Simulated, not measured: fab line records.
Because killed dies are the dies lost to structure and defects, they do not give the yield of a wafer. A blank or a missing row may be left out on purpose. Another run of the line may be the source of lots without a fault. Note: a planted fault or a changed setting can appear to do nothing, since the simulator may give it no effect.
fab line records | flow sky130
record: lots: 13 wafers: 39 last-day: 50
route steps=708 shown FIELD_ISO@26 VT_ADJUST_NCORE@127 SONOS_ONO@182 GATE_OXIDE@198
lots that met no fault: taken from a fault-free run of the same line
start-h: the number of hours between the record's first day and the start of the first shown wafer of the lot | wait-h: hours since the lot's step before | " the same as in the row above | L1.1+2: one row covering several wafers at once | - no value, or no start given | * or withheld: withheld | < > ~ a bound
route shown NAME@n: NAME is a module with steps in the file, n the number in the route of the first one | usual: mean/standard deviation taken from wafers without a fault | same: alike in all rows | chamber/n: place in a boat | sites: each site's reading | _std_site: the values' standard deviation | _edge_site: inner sites' mean taken away from outer sites' mean | radius-mm: for every site, how far away it sits from the centre of the wafer | mask NAME#n: copy n | behind: the tool/chamber that last shaped the wafer | hold: what put the lot on hold/how long, in hours/how the hold closed | device: which transistor (n, p or np) failed to switch | end of line: tests run on the same wafers once the route is complete | a step without rows: its recipe alone | killed: dies that structure and defects cost at the first sort, which is not the same as the wafer's yield | map: a wafer's dies, marking killed ones x, the rest . and places with no die _
set.NAME: the setting as run; set.NAME@STEP: as run at that earlier step | model.NAME: the simulator's own value behind a step, which no gauge read
one table for each step of the route and one row for each wafer, over a sample of lots
services: a tool's chamber out of use, with start hour (start-h, from the record's first day; less than 0 if before it), hours out, and reason
== steps ==
step: SKY_FIELD_ISO_THK_MEAS_25
recipe: reads: SiO2_of_FIELD_ISO_CVD_24
usual: FIELD_ISO_CVD_24_THK: 597/6.1
columns lot.wafer tool chamber start-h wait-h FIELD_ISO_CVD_24_THK[nm]
L123.2 film-metro-01 - 33.92 0.0 587
L123.3 " - " " 586
L123.5 " - " " 588
L124.1 film-metro-01 - 39.25 0.0 599
L124.2 " - " " 589
L124.3 " - " " 590
L127.1 film-metro-02 - 53.69 0.0 594
L127.2 " - " " 603
L127.4 " - " " 606
L130.3 film-metro-01 - 67.91 0.1 592
L130.4 " - " " 600
L130.5 " - " " 600
L132.1 film-metro-02 - 79.88 0.0 604
L132.2 " - " " 605
L132.6 " - " " 603
L133.1 film-metro-02 - 87.87 0.0 593
L133.2 " - " " 600
L133.4 " - " " 593
L138.1 film-metro-01 - 109.95 0.0 598
L138.2 " - " " 595
L138.6 " - " " 602
L141.2 film-metro-01 - 128.42 0.0 597
L141.3 " - " " 599
L141.5 " - " " 595
L142.4 film-metro-02 - 134.23 0.0 606
L142.5 " - " " 607
L142.6 " - " " 597
L143.2 film-metro-03 - 137.15 0.0 608
L143.4 " - " " 599
L143.6 " - " " 608
L144.1 film-metro-03 - 139.44 0.0 601
L144.3 " - " " 599
L144.6 " - " " 595
L145.1 film-metro-02 - 145.11 0.0 598
L145.3 " - " " 600
L145.5 " - " " 599
L146.1 film-metro-03 - 150.60 0.0 598
L146.2 " - " " 602
L146.6 " - " " 604
step: SKY_VT_ADJUST_NCORE_OVL_MEAS_08
usual: VT_ADJUST_NCORE_OVL: 0.7/1.7
columns lot.wafer tool chamber start-h wait-h VT_ADJUST_NCORE_OVL[nm]
L123.2 overlay-01 - 185.85 0.1 -0.8
L123.3 " - " " -4.1
L123.5 " - " " -1.4
L124.1 overlay-01 - 190.79 0.1 -0.2
L124.2 " - " " 1.2
L124.3 " - " " 1.8
L127.1 overlay-01 - 209.19 0.1 0.6
L127.2 " - " " 1.4
L127.4 " - " " 1.9
L130.3 overlay-01 - 229.55 0.1 -0.6
L130.4 " - " " 0.3
L130.5 " - " " -1.8
L132.1 overlay-02 - 249.14 0.1 3.1
L132.2 " - " " 2.6
L132.6 " - " " 2.5
L133.1 overlay-02 - 256.08 0.1 -0.7
L133.2 " - " " 0.3
L133.4 " - " " -0.4
L138.1 overlay-01 - 286.64 0.1 -1.0
L138.2 " - " " -1.1
L138.6 " - " " -1.0
L141.2 overlay-02 - 312.63 0.1 0.7
L141.3 " - " " -0.6
L141.5 " - " " -0.7
L142.4 overlay-01 - 319.26 0.1 -1.0
L142.5 " - " " -0.2
L142.6 " - " " -0.4
L143.2 overlay-02 - 321.14 0.1 0.9
L143.4 " - " " 1.4
L143.6 " - " " 0.0
L144.1 overlay-02 - 327.12 0.1 0.0
L144.3 " - " " 0.9
L144.6 " - " " -2.3
L145.1 overlay-01 - 333.72 0.1 1.2
L145.3 " - " " 1.0
L145.5 " - " " 0.6
L146.1 overlay-02 - 346.62 0.1 1.8
L146.2 " - " " 1.5
L146.6 " - " " 2.4
step: SKY_SONOS_ONO_OVL_MEAS_14
usual: SONOS_ONO_OVL: 1.0/1.5
columns lot.wafer tool chamber start-h wait-h SONOS_ONO_OVL[nm]
L123.2 overlay-02 - 294.29 0.1 2.0
L123.3 " - " " 0.8
L123.5 " - " " 2.5
L124.1 overlay-01 - 294.87 0.1 3.5
L124.2 " - " " 3.1
L124.3 " - " " 3.9
L127.1 overlay-02 - 308.04 0.1 0.3
L127.2 " - " " -0.6
L127.4 " - " " -0.4
L130.3 overlay-02 - 335.25 0.1 1.0
L130.4 " - " " 1.7
L130.5 " - " " 1.8
L132.1 overlay-02 - 353.84 0.1 -0.2
L132.2 " - " " 1.0
L132.6 " - " " 0.6
L133.1 overlay-01 - 365.29 0.1 -0.3
L133.2 " - " " -2.1
L133.4 " - " " -2.4
L138.1 overlay-02 - 401.47 0.1 -0.6
L138.2 " - " " 1.4
L138.6 " - " " 0.5
L141.2 overlay-02 - 433.89 0.1 2.4
L141.3 " - " " -0.7
L141.5 " - " " 0.2
L142.4 overlay-01 - 439.09 0.1 -0.1
L142.5 " - " " -0.3
L142.6 " - " " 0.1
L143.2 overlay-01 - 443.63 0.1 -0.8
L143.4 " - " " -1.6
L143.6 " - " " -2.5
L144.1 overlay-01 - 447.47 0.1 1.2
L144.3 " - " " 1.2
L144.6 " - " " 2.0
L145.1 overlay-02 - 459.07 0.1 1.1
L145.3 " - " " 1.3
L145.5 " - " " 0.2
L146.1 overlay-02 - 470.54 0.1 1.8
L146.2 " - " " 2.4
L146.6 " - " " 2.2
step: SKY_GATE_OXIDE_IMPLANT_11
recipe: species: B energy-kev: 10 dose-cm2: 2.6e+12 tilt-deg: withheld
usual: beam-on-s: 9.98/0.21 dose-ions-cm2: 2.6e+12/3.5e+09 faraday-current-uA: 14.70/0.3
columns lot.wafer tool chamber start-h wait-h beam-on-s dose-ions-cm2 faraday-current-uA
L123.2 implanter-01 0 322.28 0.0 10.07 2.602e+12 14.55
L123.3 " 0 " " 9.80 2.605e+12 15.02
L123.5 " 0 " " 10.21 2.602e+12 14.36
L124.1 implanter-04 0 322.55 0.0 9.92 2.604e+12 14.76
L124.2 " 0 " " 10.44 2.599e+12 13.97
L124.3 " 0 " " 10.03 2.601e+12 14.61
L127.1 implanter-01 0 336.30 0.0 10.15 2.601e+12 14.49
L127.2 " 0 " " 10.24 2.597e+12 14.29
L127.4 " 0 " " 9.84 2.597e+12 14.86
L130.3 implanter-01 0 365.19 0.1 9.77 3.762e+12 21.64
L130.4 " 0 " " 10.33 3.761e+12 20.48
L130.5 " 0 " " 10.23 3.763e+12 20.72
L132.1 implanter-04 0 383.97 0.0 10.08 2.595e+12 14.61
L132.2 " 0 " " 10.28 2.599e+12 14.26
L132.6 " 0 " " 10.03 2.601e+12 14.62
L133.1 implanter-01 0 396.29 0.0 10.08 3.758e+12 21.01
L133.2 " 0 " " 10.36 3.761e+12 20.46
L133.4 " 0 " " 9.85 3.765e+12 21.56
L138.1 implanter-04 0 434.85 0.0 9.93 2.607e+12 14.75
L138.2 " 0 " " 10.24 2.608e+12 14.44
L138.6 " 0 " " 9.57 2.598e+12 15.24
L141.2 implanter-01 0 467.21 0.0 10.37 2.596e+12 14.21
L141.3 " 0 " " 10.40 2.598e+12 14.06
L141.5 " 0 " " 9.79 2.598e+12 14.99
L142.4 implanter-02 0 472.76 0.1 10.31 2.603e+12 14.28
L142.5 " 0 " " 9.88 2.602e+12 14.83
L142.6 " 0 " " 10.12 2.601e+12 14.48
L143.2 implanter-01 0 476.38 0.0 10.04 2.604e+12 14.57
L143.4 " 0 " " 9.85 2.605e+12 14.82
L143.6 " 0 " " 9.92 2.601e+12 14.76
L144.1 implanter-04 0 480.10 0.0 9.92 2.601e+12 14.76
L144.3 " 0 " " 9.84 2.596e+12 14.93
L144.6 " 0 " " 10.14 2.606e+12 14.53
L145.1 implanter-02 0 490.94 0.0 9.76 2.603e+12 14.97
L145.3 " 0 " " 9.86 2.6e+12 14.88
L145.5 " 0 " " 9.51 2.599e+12 15.35
L146.1 implanter-02 0 504.81 0.0 9.86 2.597e+12 14.84
L146.2 " 0 " " 9.90 2.603e+12 14.80
L146.6 " 0 " " 9.52 2.601e+12 15.35
step: SKY_GATE_OXIDE_TW_MEAS_14
usual: GATE_OXIDE_TW: 223.8/2.2
columns lot.wafer tool chamber start-h wait-h GATE_OXIDE_TW
L123.2 film-metro-02 - 322.73 0.1 220.8
L123.3 " - " " 221.2
L123.5 " - " " 223.1
L124.1 film-metro-04 - 323.02 0.1 225.5
L124.2 " - " " 226.9
L124.3 " - " " 225.4
L127.1 film-metro-02 - 336.65 0.1 219.5
L127.2 " - " " 220.1
L127.4 " - " " 220.6
L130.3 film-metro-02 - 365.51 0.1 246.9
L130.4 " - " " 248.2
L130.5 " - " " 246.9
L132.1 film-metro-04 - 384.32 0.1 226.4
L132.2 " - " " 226.7
L132.6 " - " " 225.7
L133.1 film-metro-03 - 396.64 0.1 250.9
L133.2 " - " " 250.5
L133.4 " - " " 250.7
L138.1 film-metro-02 - 435.20 0.1 221.4
L138.2 " - " " 220.1
L138.6 " - " " 222.8
L141.2 film-metro-04 - 467.55 0.1 226.0
L141.3 " - " " 227.3
L141.5 " - " " 226.4
L142.4 film-metro-02 - 473.07 0.1 220.9
L142.5 " - " " 219.0
L142.6 " - " " 220.9
L143.2 film-metro-04 - 476.72 0.1 226.7
L143.4 " - " " 225.9
L143.6 " - " " 226.1
L144.1 film-metro-04 - 480.45 0.1 226.2
L144.3 " - " " 224.9
L144.6 " - " " 227.0
L145.1 film-metro-02 - 491.29 0.1 221.9
L145.3 " - " " 222.3
L145.5 " - " " 221.6
L146.1 film-metro-04 - 505.18 0.1 226.0
L146.2 " - " " 226.9
L146.6 " - " " 226.5
== services ==
columns tool chamber start-h hours kind
implanter-01 - 326.87 0.7 repair
implanter-01 - 330.58 2.6 repair
implanter-04 - 378.95 4.4 pm
implanter-04 - 389.67 2.3 repair
implanter-04 - 411.34 1.2 repair
implanter-01 - 479.39 4.6 pm
implanter-04 - 497.57 2.1 repair
implanter-02 - 499.64 2.7 repair
== key ==
first-sign: step: SKY_GATE_OXIDE_IMPLANT_11 reading: dose-ions-cm2 direction: up sigmas: 99+ usual: * struck: *
effect: step: SKY_GATE_OXIDE_IMPLANT_11 reading: faraday-current-uA direction: up sigmas: 21 usual: 14.70 struck: 20.98
effect: step: SKY_GATE_OXIDE_TW_MEAS_14 reading: GATE_OXIDE_TW direction: up sigmas: 12 usual: 223.8 struck: 249.0
met-at SKY_GATE_OXIDE_IMPLANT_11
struck-lots L130,L133
tester-left-out L130,L133
not-acting-at SKY_FIELD_ISO_THK_MEAS_25,SKY_VT_ADJUST_NCORE_OVL_MEAS_08,SKY_SONOS_ONO_OVL_MEAS_14
onset-between 336.30 365.19
fault: kind: process-parameter-drift tool: implanter-01 chamber: - onset-h: 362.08 steps: SKY_GATE_OXIDE_IMPLANT_11 channel: dose-cm2 offset: * shape: step end-h: 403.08 acts-in: * stated: *
tester-left-out: of these lots the tester's yield and bins aren't shown, on N5 and GAA mostly nor the transistor test; their killed dies are dies lost to structure and defects alone, not to doping, threshold or leakage, so they don't give the yield
